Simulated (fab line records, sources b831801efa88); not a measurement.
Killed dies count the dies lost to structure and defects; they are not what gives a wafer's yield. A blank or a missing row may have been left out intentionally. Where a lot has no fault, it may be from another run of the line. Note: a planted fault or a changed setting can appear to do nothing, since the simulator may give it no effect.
Which tool was responsible? | flow gf180mcu | 12 lots with 36 wafers sampled at 5 steps, on a route of 602 steps

## WHAT THE GAUGES READ, wafer by wafer
GF_NWELL_TW_MEAS_11. Usual: NWELL_TW typically reads 1570, with standard deviation 12.
lot  | measured    | on           | NWELL_TW       | flag
L409 | day 3 14:25 | filmMetro-04 | 1581 1582 1581 | 
L411 | day 4 00:25 | filmMetro-03 | 1552 1552 1546 | 
L412 | day 4 06:35 | filmMetro-04 | 1576 1565 1573 | 
L414 | day 4 17:25 | filmMetro-02 | 1584 1577 1582 | 
L415 | day 4 23:29 | filmMetro-03 | 1557 1550 1550 | 
L418 | day 5 14:13 | filmMetro-03 | 1560 1556 1563 | 
L420 | day 6 01:39 | filmMetro-02 | 1562 1574 1567 | 
L424 | day 6 23:52 | filmMetro-02 | 1576 1578 1578 | 
L425 | day 7 05:05 | filmMetro-04 | 1574 1577 1578 | 
L427 | day 7 15:15 | filmMetro-03 | 1739 1739 1740 | OFF
L429 | day 8 03:54 | filmMetro-04 | 1783 1772 1782 | OFF
L430 | day 8 08:00 | filmMetro-04 | 1585 1577 1576 | 

GF_VT_IMPLANT_RS_MEAS_47: a four-point-probe measurement. Usual: NWELL_RS typically reads 487.6 ohm/sq, with standard deviation 1.2.
lot  | measured     | on           | NWELL_RS (ohm/sq) | flag
L409 | day 7 22:28  | filmMetro-02 | 487.8 487.7 488.6 | 
L411 | day 8 10:41  | filmMetro-02 | 489.3 486.6 487.7 | 
L412 | day 8 17:05  | filmMetro-02 | 488.1 487.7 489.2 | 
L414 | day 9 06:23  | filmMetro-04 | 485.3 486.4 487.5 | 
L415 | day 9 14:41  | filmMetro-03 | 486.9 486.0 485.7 | 
L418 | day 10 07:36 | filmMetro-03 | 488.6 489.6 487.9 | 
L420 | day 10 22:15 | filmMetro-03 | 488.3 489.7 488.6 | 
L424 | day 12 00:08 | filmMetro-04 | 484.8 485.0 486.2 | 
L425 | day 12 07:10 | filmMetro-04 | 488.8 487.2 488.7 | 
L427 | day 12 20:10 | filmMetro-02 | 395.4 394.5 395.6 | OFF
L429 | day 13 11:44 | filmMetro-02 | 394.6 395.5 394.5 | OFF
L430 | day 13 15:56 | filmMetro-03 | 488.0 487.1 486.8 | 

GF_CONTACT_OVL_MEAS_15. Usual: CONTACT_OVL typically reads 1 nm, with standard deviation 5.3.
lot  | measured     | on         | CONTACT_OVL (nm) | flag
L409 | day 16 09:20 | overlay-01 | 0 8 4            | 
L411 | day 17 05:29 | overlay-01 | 2 2 1            | 
L412 | day 17 13:16 | overlay-02 | 0 2 -1           | 
L414 | day 18 13:38 | overlay-01 | -2 0 -4          | 
L415 | day 19 01:50 | overlay-01 | 2 3 2            | 
L418 | day 19 20:46 | overlay-01 | 3 6 7            | 
L420 | day 20 22:41 | overlay-01 | 1 3 3            | 
L424 | day 21 21:44 | overlay-02 | -5 3 1           | 
L425 | day 22 07:14 | overlay-01 | -9 -14 -12       | 
L427 | day 23 01:53 | overlay-02 | 0 3 6            | 
L429 | day 24 00:16 | overlay-01 | -10 -10 -4       | 
L430 | day 24 02:02 | overlay-02 | 2 -1 -2          | 

## WHAT TOOL EACH LOT RAN ON (gives the tool, then ch and the chambers of the sampled wafers, and finally the start)
lot  | GF_NWELL_IMPLANT_08            | GF_CONTACT_CVD_02
L409 | implanter-04 ch 0, day 3 14:02 | pecvd-03 ch 0,1, day 15 10:56
L411 | implanter-01 ch 0, day 4 00:02 | pecvd-03 ch 0,1, day 16 07:20
L412 | implanter-01 ch 0, day 4 06:11 | pecvd-02 ch 0,1,2, day 16 13:53
L414 | implanter-01 ch 0, day 4 17:02 | pecvd-02 ch 0,1, day 17 13:25
L415 | implanter-01 ch 0, day 4 23:05 | pecvd-01 ch 0,1,2, day 18 01:11
L418 | implanter-01 ch 0, day 5 13:50 | pecvd-03 ch 1,2, day 18 19:53
L420 | implanter-04 ch 0, day 6 01:16 | pecvd-01 ch 0,1, day 19 21:47
L424 | implanter-04 ch 0, day 6 23:29 | pecvd-01 ch 1,2, day 20 20:54
L425 | implanter-04 ch 0, day 7 04:41 | pecvd-03 ch 0,1,2, day 21 07:41
L427 | implanter-04 ch 0, day 7 14:51 | pecvd-03 ch 0,1, day 22 02:14
L429 | implanter-04 ch 0, day 8 03:30 | pecvd-02 ch 0,1, day 22 16:46
L430 | implanter-03 ch 0, day 8 07:37 | pecvd-01 ch 1,2, day 22 22:24
- GF_NWELL_IMPLANT_08
- GF_CONTACT_CVD_02: deposits SiO2 from TEOS, target thk 860 nm, time 95.992 s.

## AS READ BY THE TOOLS THEMSELVES (means over the sampled wafers that have a number; for cases with no such wafer, the mark the record gives instead)
GF_NWELL_IMPLANT_08. Usual: doseIonsCm2 1.4998e+13, standard deviation 1.6e+10; faradayCurrentUA 84.6, standard deviation 1.7.
lot  | tool         | doseIonsCm2 | faradayCurrentUA | flag
L409 | implanter-04 | 1.4989e+13  | 84.3             | 
L411 | implanter-01 | 1.5005e+13  | 85.2             | 
L412 | implanter-01 | 1.4990e+13  | 85.3             | 
L414 | implanter-01 | 1.4967e+13  | 85.4             | 
L415 | implanter-01 | 1.4994e+13  | 84.7             | 
L418 | implanter-01 | 1.4996e+13  | 84.6             | 
L420 | implanter-04 | 1.4997e+13  | 85.3             | 
L424 | implanter-04 | 1.5004e+13  | 85.2             | 
L425 | implanter-04 | 1.5003e+13  | 85.1             | 
L427 | implanter-04 | 2.2575e+13  | 130.2            | OFF
L429 | implanter-04 | 2.2588e+13  | 127.2            | OFF
L430 | implanter-03 | 1.5004e+13  | 84.4             | 

GF_CONTACT_CVD_02. Usual: heaterPowerW 686 W, standard deviation 76.
lot  | tool     | heaterPowerW (W) | flag
L409 | pecvd-03 | 734              | 
L411 | pecvd-03 | 674              | 
L412 | pecvd-02 | 599              | 
L414 | pecvd-02 | 640              | 
L415 | pecvd-01 | 653              | 
L418 | pecvd-03 | 692              | 
L420 | pecvd-01 | 596              | 
L424 | pecvd-01 | 627              | 
L425 | pecvd-03 | 741              | 
L427 | pecvd-03 | 724              | 
L429 | pecvd-02 | 637              | 
L430 | pecvd-01 | 629              | 

## THE ANSWER, worked out from the rows above alone
Rule: a lot is off if the mean of its wafers that have a number lies more than 3 standard deviations from the usual mean. Also off: a lot with no number at a reading for which 4 or more lots have one. Any other lot the step has rows for is counted as sound. After the gauges, taken in route order, come the tools' own readings; for these a lot's mean is taken, as printed above. At the first step where some lot is off, the reading lying furthest off is the one used; lots without a number count as furthest.
Off: L427, L429, seen at GF_NWELL_TW_MEAS_11 (NWELL_TW).
A tool fits if, at a process step before that reading, it ran every lot that is off, and no sound lot after the first of them. The gauges at GF_NWELL_TW_MEAS_11 aren't tried: what is off there is off at GF_VT_IMPLANT_RS_MEAS_47 too, on other tools, and a gauge's error can't cause that. One fits: implanter-04 at GF_NWELL_IMPLANT_08. A fault onset in the window from L425 (day 7 04:41, its last sound lot) to L427 (day 7 14:51, its first lot off) fits.
The tool's own readings at GF_NWELL_IMPLANT_08 bear it out: on the lots that are off they differ by more than 5 times the standard deviation of the sound lots' means. doseIonsCm2 reads 2.2582e+13 there against 1.4995e+13 on the sound lots; faradayCurrentUA reads 128.7 there against 85.0 on the sound lots.

## WHAT THE SIMULATOR PUT IN
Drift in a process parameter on implanter-04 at GF_NWELL_IMPLANT_08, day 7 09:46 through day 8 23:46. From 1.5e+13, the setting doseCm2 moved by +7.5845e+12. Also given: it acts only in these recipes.
Shown lots that were struck: L427, L429. The rule above found the same.
